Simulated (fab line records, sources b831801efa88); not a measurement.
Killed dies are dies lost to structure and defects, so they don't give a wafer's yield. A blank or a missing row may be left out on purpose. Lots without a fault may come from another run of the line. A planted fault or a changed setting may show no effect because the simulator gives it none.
fab line records | flow sky130
record lots=5 wafers=15 last_day=50
route steps=708 shown LI_CONTACT@369 PAD_OPEN@708
lots that met no fault: from a run of the same line without faults
start_h: hours from the record's first day to the start of the lot's first wafer shown | wait_h: hours since the lot's step before | " the same as in the row above | L1.1+2: a row that stands for several wafers | - no value, or no start given | * or withheld: withheld | < > ~ a bound
route shown NAME@n: a module of which the file shows steps, and the number in the route of the first | usual: mean/standard deviation of fault-free wafers | same: alike in all rows | chamber/n: place in a boat | sites: the reading at each site | _std_site: their standard deviation | _edge_site: outer sites' mean less inner sites' | radius_mm: how far each site lies from the wafer's centre | mask NAME#n: copy n | behind: the tool/chamber that last shaped the wafer | hold: why the lot was held/for how many hours/how that ended | device: the transistor (n, p or np) that didn't switch | end of line: the same wafers' tests at the end of the route | a step without rows: its recipe alone | killed: dies lost to structure and defects at the first sort, not the wafer's yield | map: a wafer's dies, x killed, . not, _ none there
set.NAME: the setting as run; set.NAME@STEP: as run at that earlier step | model.NAME: the simulator's own value behind a step, which no gauge read
lots at some steps of the route; a table a step, a row a wafer
services: from which hour (start_h, from the record's first day; less than 0 if before it) a tool's chamber was out of use, for how many hours, and why
## steps
# step SKY_LI_CONTACT_COAT_07
# recipe resist=KrF-thick spin_rpm=3000 resist_thk_nm=450
# step SKY_LI_CONTACT_SOFTBAKE_08
# recipe temp_c=100 time_s=90 resist=KrF-thick
# step SKY_LI_CONTACT_EXPOSE_09
# recipe mask_id=LICM1 na=0.8 source_shape=annular sigma_inner=0.55 sigma_outer=0.85 target_cd_nm=170 dose_mj=38
# step SKY_LI_CONTACT_PEB_10
# recipe peb_temp_c=withheld peb_time_s=withheld resist=KrF-thick
# step SKY_LI_CONTACT_DEVELOP_11
# recipe develop_time_s=60 resist=KrF-thick dev_temp_c=21
# step SKY_LI_CONTACT_CD_MEAS_12
# recipe target_cd_nm=170
# usual cd_nm=170.0/1.4
# columns lot.wafer tool chamber start_h wait_h cd_nm
L206.4 cd_sem-01 - 687.57 - 170.3
L206.5 " - " " 171.0
L206.6 " - " " 170.0
L210.1 cd_sem-01 - 733.61 - 170.3
L210.5 " - " " 171.1
L210.6 " - " " 171.8
L223.1 cd_sem-01 - 829.38 - 171.3
L223.3 " - " " 170.4
L223.6 " - " " 171.2
L226.1 cd_sem-01 - 849.88 - 170.3
L226.5 " - " " 169.7
L226.6 " - " " 170.2
L227.1 cd_sem-01 - 852.13 - 170.7
L227.3 " - " " 169.2
L227.4 " - " " 170.4
# step SKY_LI_CONTACT_OVL_MEAS_13
# usual LI_CONTACT_OVL=1/6.3
# columns lot.wafer tool chamber start_h wait_h LI_CONTACT_OVL[nm]
L206.4 overlay-02 - 687.65 0.1 3
L206.5 " - " " 2
L206.6 " - " " 0
L210.1 overlay-01 - 733.73 0.1 -7
L210.5 " - " " 6
L210.6 " - " " 5
L223.1 overlay-01 - 829.50 0.1 5
L223.3 " - " " 11
L223.6 " - " " 4
L226.1 overlay-01 - 850.00 0.1 -13
L226.5 " - " " -5
L226.6 " - " " -3
L227.1 overlay-01 - 852.25 0.1 -8
L227.3 " - " " -3
L227.4 " - " " 5
# step SKY_LI_CONTACT_ETCH_14
# recipe chemistry=N2/H2 target=BARC ion_energy_ev=200 source_w=500 bias_w=100 pressure_mtorr=30 n2_flow_sccm=100 h2_flow_sccm=200 stop_on=SiO2 time_s=45.9 target_depth_a=600
# usual drypump_motor_current_A=5.9/0.44 oes_product_au=0.855/0.0048 throttle_valve_pct=13.224/0.0094
# columns lot.wafer tool chamber start_h wait_h drypump_motor_current_A oes_product_au rf_hours_counter_h throttle_valve_pct
L206.4 rie_diel-02 0 687.66 0.0 6.4 0.848 14 13.219
L206.5 " 3 " " 6.5 0.849 - 13.220
L206.6 " 0 " " 6.3 0.849 - 13.233
L210.1 rie_diel-01 1 733.76 0.0 6.0 0.857 11 13.221
L210.5 " 0 " " 5.8 0.860 - 13.221
L210.6 " 3 " " 6.4 0.854 - 13.232
L223.1 rie_diel-02 3 829.53 0.0 6.5 0.856 14 13.228
L223.3 " 0 " " 6.4 0.851 17 13.219
L223.6 " 1 " " 6.1 0.852 - 13.207
L226.1 rie_diel-02 2 850.03 0.0 5.9 0.857 0 13.217
L226.5 " 0 " " 6.3 0.855 - 13.242
L226.6 " 3 " " 6.5 0.850 - 13.223
L227.1 rie_diel-03 0 852.28 0.0 5.0 0.855 13 13.199
L227.3 " 2 " " 5.8 0.859 19 13.224
L227.4 " 3 " " 6.0 0.849 3 13.236
# step SKY_LI_CONTACT_ETCH_15
# recipe target=PSG chemistry=C4F8/O2/Ar stop_on=Si taper_deg=4.15 mask_material=KrF-thick source_w=1500 bias_w=1200 pressure_mtorr=40 c4f8_flow_sccm=withheld O2_flow_sccm=6 Ar_flow_sccm=300 time_s=withheld target_depth_a=6000
# usual oes_product_au=0.837/0.0045
# columns lot.wafer tool chamber start_h wait_h oes_product_au
L206.4 rie_diel-02 0 687.71 0.0 0.832
L206.5 " 3 " " 0.834
L206.6 " 0 " " 0.840
L210.1 rie_diel-01 1 733.81 0.0 0.836
L210.5 " 0 " " 0.833
L210.6 " 3 " " 0.834
L223.1 rie_diel-02 3 829.57 0.0 0.837
L223.3 " 0 " " 0.835
L223.6 " 1 " " 0.840
L226.1 rie_diel-02 2 850.07 0.0 0.834
L226.5 " 0 " " 0.833
L226.6 " 3 " " 0.833
L227.1 rie_diel-03 0 852.32 0.0 0.838
L227.3 " 2 " " 0.843
L227.4 " 3 " " 0.837
# step SKY_LI_CONTACT_STRIP_16
# recipe chemistry=O2/N2 power_w=1400 pressure_mtorr=1500 platen_temp_c=withheld o2_flow_sccm=3000 n2_flow_sccm=300 overash_fraction=0.5
# usual drypump_motor_current_A=5.7/0.46 oes_product_au=0.375/0.0051 strip_time_to_endpoint_s=3.50/0.034
# columns lot.wafer tool chamber start_h wait_h drypump_motor_current_A oes_product_au rf_hours_counter_h strip_time_to_endpoint_s
L206.4 plasma_asher-03 1 687.83 - 5.9 0.373 - 3.50
L206.5 " 0 " " 4.9 0.373 - 3.52
L206.6 " 1 " " 5.8 0.382 - 3.47
L210.1 plasma_asher-03 0 733.89 - 4.8 0.377 29 3.52
L210.5 " 1 " " 5.8 0.375 - 3.48
L210.6 " 0 " " 4.8 0.372 - 3.48
L223.1 plasma_asher-01 1 829.66 - 6.3 0.380 97 3.49
L223.3 " 0 " " 5.1 0.369 - 3.46
L223.6 " 1 " " 6.3 0.371 - 3.52
L226.1 plasma_asher-02 1 850.16 - 5.8 0.375 11 3.53
L226.5 " 1 " " 5.8 0.373 - 3.48
L226.6 " 0 " " 6.0 0.380 - 3.54
L227.1 plasma_asher-02 0 852.41 - 6.0 0.373 11 3.46
L227.3 " 1 " " 5.8 0.366 - 3.49
L227.4 " 0 " " 6.0 0.367 - 3.48
# step SKY_LI_CONTACT_CLEAN_17
# recipe chemistry=NMP time_s=600 temp_c=60 dry=n2_spin
# step SKY_LI_CONTACT_PRE_CLEAN_18
# recipe gas=Ar time_s=5.6 bias_v=358
# step SKY_LI_CONTACT_SPUTTER_19
# recipe material=Ti target_thk_nm=20 chamber_pressure_pa=5 power_w=2500 substrate_temp_c=200 time_s=106.37
# usual cathode_dc_power_W=2500.0/0.44 substrate_temp_c=200.00/0.17 throttle_valve_pct=30.0/1.2
# columns lot.wafer tool chamber start_h wait_h cathode_dc_power_W substrate_temp_c throttle_valve_pct model.Ti_of_LI_CONTACT_SPUTTER_19.thk_nm
L206.4 pvd_sputter-02 - 688.10 0.0 2499.7 200.18 28.9 19.94
L206.5 " - " " 2500.0 200.39 28.6 20.01
L206.6 " - " " 2500.4 200.25 31.1 20.1
L210.1 pvd_sputter-01 - 734.20 0.0 2499.8 199.89 29.9 19.77
L210.5 " - " " 2500.9 200.12 30.5 19.99
L210.6 " - " " 2500.0 199.81 30.8 20.1
L223.1 pvd_sputter-01 - 829.95 0.0 2499.9 200.05 28.2 19.99
L223.3 " - " " 2500.4 199.75 29.5 20.16
L223.6 " - " " 2499.8 200.01 28.0 15.44
L226.1 pvd_sputter-02 - 850.45 0.0 2499.9 200.21 28.7 19.92
L226.5 " - " " 2498.9 200.19 29.8 19.98
L226.6 " - " " 2500.8 200.08 28.5 19.98
L227.1 pvd_sputter-04 - 852.70 0.0 2500.0 200.01 28.8 19.96
L227.3 " - " " 2501.0 200.08 31.1 19.98
L227.4 " - " " 2500.6 200.28 28.6 19.91
# step SKY_LI_CONTACT_SPUTTER_20
# recipe material=TiN target_thk_nm=20 chamber_pressure_pa=5 power_w=4000 time_s=80
# usual cathode_dc_power_W=4000.1/0.71 throttle_valve_pct=30.0/1.1
# columns lot.wafer tool chamber start_h wait_h cathode_dc_power_W throttle_valve_pct
L206.4 pvd_sputter-02 - 688.18 0.0 3999.6 28.9
L206.5 " - " " 4000.6 28.6
L206.6 " - " " 4000.7 31.1
L210.1 pvd_sputter-01 - 734.28 0.0 4001.1 29.6
L210.5 " - " " 4000.3 30.4
L210.6 " - " " 4000.1 30.7
L223.1 pvd_sputter-01 - 830.03 0.0 4000.6 28.0
L223.3 " - " " 4000.7 29.5
L223.6 " - " " 4000.3 27.9
L226.1 pvd_sputter-02 - 850.53 0.0 3999.6 28.7
L226.5 " - " " 4001.9 30.0
L226.6 " - " " 3999.9 28.8
L227.1 pvd_sputter-04 - 852.78 0.0 4000.9 28.8
L227.3 " - " " 3998.8 31.4
L227.4 " - " " 4001.2 28.4
# step SKY_PAD_OPEN_PROBE_99
# usual killed_at_M0_to_M3=44/7.5 killed_at_M4_up=2.9/1.8 killed_at_contacts=24/5.1 killed_at_front_end=16/4.7 killed_at_other=0.3/0.46 killed_dies=87/9.9 killed_open=47/8 killed_short=39/6.3
# same gross_dies=492 killed_at_back_side=0
# columns lot.wafer tool chamber start_h wait_h killed_at_M0_to_M3 killed_at_M4_up killed_at_contacts killed_at_front_end killed_at_other killed_dies killed_open killed_short model.etest.licon_ndiff.rc_ohm model.etest.licon_poly.rc_ohm
L206.4 prober-01 - 1085.65 0.2 49 2 30 20 0 101 49 52 182.6 155
L206.5 prober-01 - 1085.70 0.2 41 5 29 16 0 91 49 42 188.6 152.7
L206.6 prober-01 - 1085.75 0.2 45 1 25 16 1 88 47 41 184.4 153
L210.1 prober-02 - 1117.30 0.1 41 5 14 10 0 70 31 39 181.3 148.8
L210.5 prober-02 - 1117.50 0.2 43 4 32 10 1 90 41 49 178.2 150.1
L210.6 prober-02 - 1117.55 0.2 30 5 14 17 1 67 28 39 184.7 145.5
L223.1 prober-02 - 1184.60 0.1 40 2 24 11 0 77 38 37 179.1 155.2
L223.3 prober-02 - 1184.70 0.2 35 3 22 16 0 76 39 35 181.8 149.2
L223.6 prober-02 - 1184.85 0.2 40 4 26 8 0 78 48 30 198.2 167.3
L226.1 prober-01 - 1196.67 0.1 32 1 26 11 0 70 39 31 193.8 158.9
L226.5 prober-01 - 1196.87 0.2 41 2 29 17 0 89 53 35 183.2 150.6
L226.6 prober-01 - 1196.92 0.2 43 6 28 15 1 93 48 44 185.8 153.4
L227.1 prober-02 - 1198.20 0.1 56 1 22 24 0 103 61 42 173.6 152.8
L227.3 prober-02 - 1198.30 0.2 34 2 28 25 0 89 49 39 183.3 152.8
L227.4 prober-02 - 1198.35 0.2 42 6 27 18 1 94 43 50 187 153.3
# killed by level:class
L206.4 VIA1:geometric_particle:open=13 CONTACT:geometric_particle:open=10 METAL2:geometric_particle:short=8 LI_CONTACT:geometric_particle:open=7 CONTACT:geometric_particle:short=7 VIA2:geometric_particle:open=7 POLY_GATE:geometric_particle:short=5 FIELD_ISO:geometric_particle:short=5
L206.5 VIA1:geometric_particle:open=11 CONTACT:geometric_particle:open=9 CONTACT:geometric_particle:short=8 LI_CONTACT:geometric_particle:open=6 VIA2:geometric_particle:open=5 FIELD_ISO:geometric_particle:open=4 FIELD_ISO:geometric_particle:short=4 METAL4:geometric_particle:short=4
L206.6 LI_CONTACT:geometric_particle:open=10 CONTACT:geometric_particle:open=10 METAL1:geometric_particle:short=7 METAL3:geometric_particle:short=7 FIELD_ISO:geometric_particle:short=6 VIA1:geometric_particle:open=6 VIA2:geometric_particle:open=6 VIA3:geometric_particle:open=6
L210.1 VIA1:geometric_particle:open=7 METAL1:geometric_particle:short=7 CONTACT:geometric_particle:open=6 METAL2:geometric_particle:short=6 FIELD_ISO:geometric_particle:short=5 VIA2:geometric_particle:short=5 LI_CONTACT:geometric_particle:open=4 VIA3:geometric_particle:open=4
L210.5 CONTACT:geometric_particle:open=11 METAL1:geometric_particle:short=9 CONTACT:geometric_particle:short=8 METAL2:geometric_particle:short=8 LI_CONTACT:geometric_particle:open=7 VIA1:geometric_particle:open=6 VIA3:geometric_particle:open=6 VIA2:geometric_particle:open=5
L210.6 METAL2:geometric_particle:short=8 FIELD_ISO:geometric_particle:open=7 LOCAL_INTERCONNECT:geometric_particle:short=5 CONTACT:geometric_particle:open=5 FIELD_ISO:geometric_particle:short=4 METAL1:geometric_particle:short=4 POLY_GATE:geometric_particle:short=3 LI_CONTACT:geometric_particle:open=3
L223.1 CONTACT:geometric_particle:open=9 VIA1:geometric_particle:open=8 LOCAL_INTERCONNECT:geometric_particle:short=6 LI_CONTACT:geometric_particle:open=5 METAL2:geometric_particle:short=5 METAL3:geometric_particle:short=5 VIA1:geometric_particle:short=4 FIELD_ISO:geometric_particle:open=3
L223.3 VIA3:geometric_particle:open=9 CONTACT:geometric_particle:open=7 VIA1:geometric_particle:open=7 LOCAL_INTERCONNECT:geometric_particle:short=6 LI_CONTACT:geometric_particle:open=5 VIA1:geometric_particle:short=4 FIELD_ISO:geometric_particle:short=3 FIELD_ISO:geometric_particle:open=3
L223.6 CONTACT:geometric_particle:open=10 VIA1:geometric_particle:open=10 VIA2:geometric_particle:open=10 LI_CONTACT:geometric_particle:open=6 METAL2:geometric_particle:short=5 LI_CONTACT:geometric_particle:short=3 LOCAL_INTERCONNECT:geometric_particle:short=3 METAL1:geometric_particle:short=3
L226.1 CONTACT:geometric_particle:open=9 VIA1:geometric_particle:open=7 VIA3:geometric_particle:short=6 LOCAL_INTERCONNECT:geometric_particle:short=5 VIA3:geometric_particle:open=5 LI_CONTACT:geometric_particle:short=4 LOCAL_INTERCONNECT:geometric_particle:open=4 FIELD_ISO:geometric_particle:short=3
L226.5 VIA1:geometric_particle:open=11 LI_CONTACT:geometric_particle:open=10 CONTACT:geometric_particle:open=6 VIA2:geometric_particle:open=6 LOCAL_INTERCONNECT:geometric_particle:short=5 METAL2:geometric_particle:short=5 VIA3:geometric_particle:open=5 FIELD_ISO:geometric_particle:short=4
L226.6 CONTACT:geometric_particle:open=10 VIA3:geometric_particle:open=10 VIA1:geometric_particle:open=9 LOCAL_INTERCONNECT:geometric_particle:short=7 FIELD_ISO:geometric_particle:short=5 METAL1:geometric_particle:short=5 VIA2:geometric_particle:short=5 METAL4:geometric_particle:short=4
L227.1 CONTACT:geometric_particle:open=14 VIA1:geometric_particle:open=11 VIA2:geometric_particle:open=10 VIA3:geometric_particle:open=9 POLY_GATE:geometric_particle:short=7 FIELD_ISO:geometric_particle:short=6 VIA2:geometric_particle:short=6 POLY_GATE:geometric_particle:open=5
L227.3 CONTACT:geometric_particle:open=10 FIELD_ISO:geometric_particle:open=8 VIA1:geometric_particle:open=7 VIA3:geometric_particle:open=7 FIELD_ISO:geometric_particle:short=6 METAL1:geometric_particle:short=6 LI_CONTACT:geometric_particle:open=5 VIA2:geometric_particle:open=5
L227.4 VIA1:geometric_particle:open=9 FIELD_ISO:geometric_particle:short=7 LI_CONTACT:geometric_particle:open=7 CONTACT:geometric_particle:short=7 VIA3:geometric_particle:open=6 METAL4:geometric_particle:short=6 CONTACT:geometric_particle:open=5 VIA1:geometric_particle:short=5
## services
# columns tool chamber start_h hours kind
pvd_sputter-04 - 676.46 2.1 repair
rie_diel-03 0 698.99 3.4 repair
rie_diel-03 1 700.62 23.7 repair
plasma_asher-02 - 715.90 0.7 repair
pvd_sputter-02 - 729.85 3.8 repair
plasma_asher-02 - 733.75 9.0 pm
plasma_asher-02 0 733.75 9.0 vent_cycle
plasma_asher-02 1 733.75 9.0 vent_cycle
plasma_asher-02 0 742.75 - clean
plasma_asher-02 1 742.75 - clean
pvd_sputter-04 1 755.00 - consumable_replace:kit
pvd_sputter-04 1 755.00 18.0 scheduled_down
plasma_asher-01 - 768.38 1.8 repair
pvd_sputter-02 3 769.90 - consumable_replace:kit
pvd_sputter-02 3 769.90 18.0 scheduled_down
pvd_sputter-02 3 769.90 18.0 vent_cycle
pvd_sputter-01 - 789.80 9.3 repair
rie_diel-03 2 803.68 7.2 repair
rie_diel-03 2 818.76 19.9 repair
rie_diel-02 2 822.43 - clean
rie_diel-02 2 822.43 15.4 scheduled_down
rie_diel-02 2 822.43 15.4 vent_cycle
plasma_asher-01 - 833.81 2.8 pm
pvd_sputter-01 - 836.60 7.2 repair
## key
first_sign none at tools or gauges
model_effect step=SKY_LI_CONTACT_SPUTTER_19 value=Ti_of_LI_CONTACT_SPUTTER_19.thk_nm without=20.12 struck=15.44
model_effect step=SKY_PAD_OPEN_PROBE_99 value=etest.licon_ndiff.rc_ohm without=184.8 struck=198.2
met_at SKY_LI_CONTACT_SPUTTER_19
struck_wafers L223.6
tester_left_out L223
onset_between 734.20 829.95
fault kind=process_parameter_drift tool=pvd_sputter-01 chamber=- onset_h=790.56 steps=SKY_LI_CONTACT_SPUTTER_19 channel=target_thk_nm offset=-4.6754 shape=step end_h=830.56 scope=struck_wafers_only acts_in=these_recipes_only stated=20
# tester_left_out: of these lots the tester's yield and bins aren't shown, on N5 and GAA mostly nor the transistor test; their killed dies are dies lost to structure and defects alone, not to doping, threshold or leakage, so they don't give the yield
